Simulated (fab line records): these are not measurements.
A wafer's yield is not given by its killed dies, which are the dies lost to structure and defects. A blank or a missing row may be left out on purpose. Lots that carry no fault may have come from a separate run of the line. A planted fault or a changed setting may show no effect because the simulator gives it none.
fab line records    flow sky130
record: lots: 11  wafers: 33  last_day: 50
route steps=708 shown FIELD_ISO@17 LDD_P@263 LI_CONTACT@376
lots untouched by any fault: they come from a run of this same line in which no faults occurred
start_h: start of the lot's first displayed wafer, in hours after the record's first day    wait_h: hours elapsed since this lot's preceding step    " as in the row above    L1.1+2: a single row standing in for several wafers    - no value, or no start was given    * or withheld: withheld    < > ~ a bound
route shown NAME@n: names a module that has steps shown in the file, with the first one's number in the route    usual: mean/standard deviation of fault-free wafers    same: alike in all rows    chamber/n: place in a boat    sites: readings site by site    _std_site: their standard deviation    _edge_site: inner sites' mean taken away from outer sites' mean    radius_mm: for every site, how far away it sits from the centre of the wafer    mask NAME#n: copy n    behind: the tool/chamber that last shaped the wafer    hold: why the lot went on hold/how many hours it stayed there/how the hold came to an end    device: which transistor (n, p or np) failed to switch    end of line: the route-end tests of the same wafers    where a step has no rows: the recipe by itself    killed: at the first sort, the dies lost to defects and structure; wafer yield is something else    map: a wafer's dies, marking killed ones x, the rest . and places with no die _
set.NAME: setting as actually run; set.NAME@STEP: the setting as run at that earlier step    model.NAME: the simulator's own value behind a step, which no gauge read
the route's steps for a sample of lots (tables are steps, rows are wafers)
services: the hour from which a tool's chamber was out of use, counted from the record's first day as start_h (under 0 if before that day), plus the number of hours and why
== steps ==
step: SKY_FIELD_ISO_STRIP_16
recipe: chemistry: O2/N2  power_w: 1400  pressure_mtorr: 1500  platen_temp_c: withheld  o2_flow_sccm: 3000  n2_flow_sccm: 300  overash_fraction: 0.5
usual: drypump_motor_current_A: 5.6/0.4  oes_product_au: 0.378/0.0047  strip_time_to_endpoint_s: 3.54/0.036
lot.wafer  tool             chamber  start_h  wait_h  drypump_motor_current_A  oes_product_au  rf_hours_counter_h  strip_time_to_endpoint_s
L328.1     plasma_asher-02  1        30.49    0.0     5.6                      0.384           34                  3.48
L328.4     "                1        "        "       5.5                      0.388           -                   3.53
L328.5     "                0        "        "       6.3                      0.371           -                   3.49
L331.1     plasma_asher-01  0        45.28    0.0     4.9                      0.374           38                  3.53
L331.2     "                1        "        "       5.1                      0.387           38                  3.62
L331.6     "                0        "        "       4.9                      0.375           -                   3.58
L332.3     plasma_asher-02  0        50.81    0.1     6.3                      0.374           -                   3.55
L332.4     "                1        "        "       5.6                      0.371           -                   3.55
L332.5     "                1        "        "       5.6                      0.382           -                   3.53
L338.1     plasma_asher-03  0        80.58    0.0     5.5                      0.377           26                  3.55
L338.2     "                1        "        "       5.3                      0.380           26                  3.52
L338.6     "                1        "        "       5.3                      0.375           -                   3.55
L339.3     plasma_asher-03  0        86.11    0.1     5.5                      0.377           -                   3.55
L339.4     "                1        "        "       5.3                      0.372           -                   3.50
L339.5     "                0        "        "       5.5                      0.376           -                   3.55
L344.1     plasma_asher-02  1        112.04   0.0     5.6                      0.378           39                  3.56
L344.2     "                0        "        "       6.3                      0.378           39                  3.51
L344.5     "                1        "        "       5.6                      0.383           -                   3.52
L345.1     plasma_asher-01  0        119.63   0.0     4.9                      0.381           45                  3.54
L345.3     "                1        "        "       5.1                      0.374           -                   3.54
L345.5     "                0        "        "       4.9                      0.376           -                   3.55
L346.1     plasma_asher-01  0        123.03   0.0     4.9                      0.375           45                  3.56
L346.2     "                1        "        "       5.1                      0.381           45                  3.47
L346.5     "                1        "        "       5.1                      0.383           -                   3.56
L347.2     plasma_asher-02  0        127.94   0.0     6.3                      0.383           41                  3.51
L347.3     "                0        "        "       6.3                      0.374           -                   3.56
L347.6     "                0        "        "       6.3                      0.372           -                   3.54
L349.2     plasma_asher-03  0        138.93   0.0     5.5                      0.378           33                  3.53
L349.3     "                1        "        "       5.3                      0.373           -                   3.49
L349.6     "                0        "        "       5.5                      0.374           -                   3.53
L350.1     plasma_asher-03  1        145.38   0.0     5.3                      0.379           34                  3.61
L350.3     "                1        "        "       5.3                      0.379           -                   3.57
L350.6     "                1        "        "       5.3                      0.382           -                   3.54
step: SKY_LDD_P_OVL_MEAS_08
usual: LDD_P_OVL: 0.9/1.4
lot.wafer  tool        chamber  start_h  wait_h  LDD_P_OVL[nm]
L328.1     overlay-02  -        429.24   0.1     0.6
L328.4     "           -        "        "       2.2
L328.5     "           -        "        "       0.5
L331.1     overlay-01  -        481.55   0.1     -0.3
L331.2     "           -        "        "       0.0
L331.6     "           -        "        "       -0.2
L332.3     overlay-02  -        484.75   0.1     3.4
L332.4     "           -        "        "       1.8
L332.5     "           -        "        "       2.3
L338.1     overlay-02  -        524.45   0.1     1.7
L338.2     "           -        "        "       0.7
L338.6     "           -        "        "       -0.6
L339.3     overlay-02  -        537.84   0.1     -1.1
L339.4     "           -        "        "       -1.5
L339.5     "           -        "        "       -0.5
L344.1     overlay-02  -        575.45   0.1     0.5
L344.2     "           -        "        "       1.8
L344.5     "           -        "        "       0.2
L346.1     overlay-01  -        586.73   0.1     2.9
L346.2     "           -        "        "       2.2
L346.5     "           -        "        "       2.6
L345.1     overlay-01  -        587.19   0.1     2.0
L345.3     "           -        "        "       4.1
L345.5     "           -        "        "       3.3
L347.2     overlay-01  -        592.06   0.1     1.7
L347.3     "           -        "        "       0.5
L347.6     "           -        "        "       1.2
L349.2     overlay-02  -        622.56   0.1     0.5
L349.3     "           -        "        "       1.3
L349.6     "           -        "        "       0.6
L350.1     overlay-02  -        628.40   0.1     0.0
L350.3     "           -        "        "       0.5
L350.6     "           -        "        "       -0.3
step: SKY_LDD_P_IMPLANT_09
recipe: species: BF2  energy_kev: 25  dose_cm2: 1e+13  tilt_deg: withheld
usual: beam_energy_keV: 25.001/0.0078  dose_ions_cm2: 1e+13/1e+10  faraday_current_uA: 56.4/1.1
lot.wafer  tool          chamber  start_h  wait_h  beam_energy_keV  dose_ions_cm2  faraday_current_uA
L328.1     implanter-02  0        429.28   0.0     24.992           9.987e+12      54.7
L328.4     "             0        "        "       24.986           9.989e+12      55.9
L328.5     "             0        "        "       24.980           9.999e+12      56.1
L331.1     implanter-04  0        481.59   0.0     25.000           1.0009e+13     57.0
L331.2     "             0        "        "       25.000           9.994e+12      55.9
L331.6     "             0        "        "       25.005           9.983e+12      56.3
L332.3     implanter-01  0        484.83   0.1     25.012           1.001e+13      56.5
L332.4     "             0        "        "       24.999           9.996e+12      55.5
L332.5     "             0        "        "       25.004           1.0004e+13     56.8
L338.1     implanter-01  0        524.49   0.0     24.999           1.4805e+13     85.0
L338.2     "             0        "        "       24.989           1.4786e+13     84.3
L338.6     "             0        "        "       24.993           1.4793e+13     82.3
L339.3     implanter-01  0        537.91   0.1     24.999           1.4818e+13     81.4
L339.4     "             0        "        "       24.998           1.4796e+13     83.2
L339.5     "             0        "        "       24.993           1.482e+13      85.3
L344.1     implanter-02  0        575.49   0.0     24.986           9.976e+12      55.9
L344.2     "             0        "        "       24.997           9.998e+12      56.5
L344.5     "             0        "        "       24.988           1.0011e+13     55.9
L346.1     implanter-01  0        586.76   0.0     24.987           1.0001e+13     55.7
L346.2     "             0        "        "       24.991           1.0003e+13     55.8
L346.5     "             0        "        "       24.998           1.0001e+13     57.0
L345.1     implanter-02  0        587.23   0.0     25.009           9.988e+12      56.4
L345.3     "             0        "        "       24.998           1.0002e+13     56.3
L345.5     "             0        "        "       25.004           9.993e+12      56.0
L347.2     implanter-04  0        592.11   0.0     24.996           9.993e+12      56.1
L347.3     "             0        "        "       24.995           9.999e+12      56.5
L347.6     "             0        "        "       24.992           9.998e+12      56.9
L349.2     implanter-04  0        622.61   0.0     25.007           1.001e+13      56.6
L349.3     "             0        "        "       24.994           1.0015e+13     58.1
L349.6     "             0        "        "       24.991           1.0011e+13     54.8
L350.1     implanter-04  0        628.44   0.0     25.005           1.0009e+13     56.9
L350.3     "             0        "        "       25.014           9.999e+12      57.2
L350.6     "             0        "        "       25.009           1.0024e+13     56.2
step: SKY_LDD_P_TW_MEAS_11
usual: LDD_P_TW: 635/3.3
lot.wafer  tool           chamber  start_h  wait_h  LDD_P_TW
L328.1     film_metro-02  -        429.53   0.1     637
L328.4     "              -        "        "       634
L328.5     "              -        "        "       637
L331.1     film_metro-04  -        481.84   0.1     631
L331.2     "              -        "        "       633
L331.6     "              -        "        "       633
L332.3     film_metro-02  -        485.05   0.1     637
L332.4     "              -        "        "       637
L332.5     "              -        "        "       634
L338.1     film_metro-04  -        524.74   0.1     716
L338.2     "              -        "        "       720
L338.6     "              -        "        "       722
L339.3     film_metro-02  -        538.13   0.1     723
L339.4     "              -        "        "       721
L339.5     "              -        "        "       722
L344.1     film_metro-02  -        575.74   0.1     633
L344.2     "              -        "        "       635
L344.5     "              -        "        "       631
L346.1     film_metro-04  -        587.01   0.1     628
L346.2     "              -        "        "       630
L346.5     "              -        "        "       628
L345.1     film_metro-04  -        587.48   0.1     630
L345.3     "              -        "        "       631
L345.5     "              -        "        "       629
L347.2     film_metro-03  -        592.35   0.1     639
L347.3     "              -        "        "       640
L347.6     "              -        "        "       642
L349.2     film_metro-02  -        622.85   0.1     636
L349.3     "              -        "        "       636
L349.6     "              -        "        "       638
L350.1     film_metro-04  -        628.69   0.1     632
L350.3     "              -        "        "       632
L350.6     "              -        "        "       630
step: SKY_LI_CONTACT_ETCH_14
recipe: chemistry: N2/H2  target: BARC  ion_energy_ev: 200  source_w: 500  bias_w: 100  pressure_mtorr: 30  n2_flow_sccm: 100  h2_flow_sccm: 200  stop_on: SiO2  time_s: 45.9  target_depth_a: 600
usual: drypump_motor_current_A: 5.6/0.46  oes_product_au: 0.855/0.0044  rf_fwd_power_W: 494.7/2.4  throttle_valve_pct: 13.224/0.0091
lot.wafer  tool         chamber  start_h  wait_h  drypump_motor_current_A  oes_product_au  rf_fwd_power_W  rf_hours_counter_h  throttle_valve_pct
L328.1     rie_diel-01  3        671.26   0.0     6.1                      0.858           493.7           11                  13.242
L328.4     "            1        "        "       5.2                      0.842           494.4           13                  13.224
L328.5     "            0        "        "       5.9                      0.859           494.8           -                   13.213
L331.1     rie_diel-01  1        721.81   0.0     5.2                      0.853           494.3           13                  13.220
L331.2     "            3        "        "       6.1                      0.849           496.8           12                  13.227
L331.6     "            1        "        "       5.2                      0.849           499.4           -                   13.222
L332.3     rie_diel-03  0        722.53   0.0     6.2                      0.857           490.2           32                  13.215
L332.4     "            3        "        "       5.7                      0.853           497.5           5                   13.237
L332.5     "            0        "        "       6.2                      0.865           489.0           -                   13.232
L338.1     rie_diel-01  1        758.54   0.0     5.2                      0.854           496.3           14                  13.231
L338.2     "            3        "        "       6.1                      0.856           495.5           13                  13.230
L338.6     "            3        "        "       6.1                      0.858           493.9           -                   13.241
L339.3     rie_diel-01  3        769.49   0.0     6.0                      0.855           495.3           13                  13.231
L339.4     "            2        "        "       5.1                      0.857           496.9           9                   13.217
L339.5     "            2        "        "       5.1                      0.857           497.5           -                   13.219
L344.1     rie_diel-03  3        804.08   0.0     5.6                      0.858           496.6           8                   13.221
L344.2     "            2        "        "       6.2                      0.850           495.4           12                  13.224
L344.5     "            2        "        "       6.2                      0.861           496.5           -                   13.216
L346.1     rie_diel-01  2        813.98   0.0     5.1                      0.859           497.4           10                  13.224
L346.2     "            0        "        "       5.9                      0.864           496.3           17                  13.227
L346.5     "            2        "        "       5.1                      0.848           498.5           -                   13.217
L345.1     rie_diel-02  3        814.93   0.0     5.9                      0.859           492.8           33                  13.218
L345.3     "            2        "        "       5.3                      0.851           497.9           19                  13.227
L345.5     "            2        "        "       5.3                      0.852           495.3           -                   13.225
L347.2     rie_diel-02  2        818.08   0.0     5.3                      0.857           494.2           19                  13.218
L347.3     "            0        "        "       5.1                      0.847           494.4           8                   13.224
L347.6     "            2        "        "       5.3                      0.858           495.9           -                   13.214
L349.2     rie_diel-02  3        847.43   0.0     5.9                      0.852           494.2           0                   13.221
L349.3     "            0        "        "       5.1                      0.850           493.6           9                   13.226
L349.6     "            3        "        "       5.9                      0.849           497.2           -                   13.224
L350.1     rie_diel-03  1        851.29   0.0     4.9                      0.855           493.4           8                   13.214
L350.3     "            3        "        "       5.6                      0.854           497.3           10                  13.215
L350.6     "            2        "        "       6.2                      0.854           493.5           -                   13.235
== services ==
tool             chamber  start_h  hours  kind
plasma_asher-03  -        24.79    2.8    pm
implanter-01     -        64.90    1.7    repair
plasma_asher-02  -        71.87    6.2    repair
rie_diel-01      1        72.07    8.2    repair
plasma_asher-02  -        77.54    21.4   repair
rie_diel-01      -        78.16    1.2    repair
rie_diel-01      3        87.51    5.5    repair
rie_diel-01      2        180.68   1.3    repair
plasma_asher-02  -        193.87   1.8    repair
implanter-01     -        207.55   9.7    pm
implanter-01     -        217.20   2.9    pm
rie_diel-01      -        237.65   1.5    repair
implanter-01     -        237.98   3.6    pm
rie_diel-01      2        246.50   5.0    repair
implanter-01     -        264.19   2.8    repair
rie_diel-01      -        275.98   0.7    repair
rie_diel-01      1        325.71   2.8    repair
plasma_asher-03  -        335.24   3.8    repair
plasma_asher-02  -        340.88   13.8   repair
implanter-04     -        344.61   4.2    pm
implanter-04     -        358.66   3.0    repair
rie_diel-01      -        424.49   2.8    pm
rie_diel-01      0        572.54   3.0    repair
rie_diel-01      3        627.27   7.5    repair
== key ==
first_sign: step: SKY_LDD_P_IMPLANT_09  reading: dose_ions_cm2  direction: up  sigmas: 99+  usual: *  struck: *
effect: step: SKY_LDD_P_IMPLANT_09  reading: faraday_current_uA  direction: up  sigmas: 25  usual: 56.4  struck: 83.6
effect: step: SKY_LDD_P_TW_MEAS_11  reading: LDD_P_TW  direction: up  sigmas: 26  usual: 635  struck: 721
met_at SKY_LDD_P_IMPLANT_09
struck_lots L338,L339
tester_left_out L338,L339
not_acting_at SKY_FIELD_ISO_STRIP_16,SKY_LDD_P_OVL_MEAS_08,SKY_LI_CONTACT_ETCH_14
onset_between 484.83 524.49
fault: kind: process_parameter_drift  tool: implanter-01  chamber: -  onset_h: 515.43  steps: SKY_LDD_P_IMPLANT_09  channel: dose_cm2  offset: *  shape: step  end_h: 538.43  acts_in: *  stated: *
tester_left_out: of these lots the tester's yield and bins aren't shown, on N5 and GAA mostly nor the transistor test; their killed dies are dies lost to structure and defects alone, not to doping, threshold or leakage, so they don't give the yield
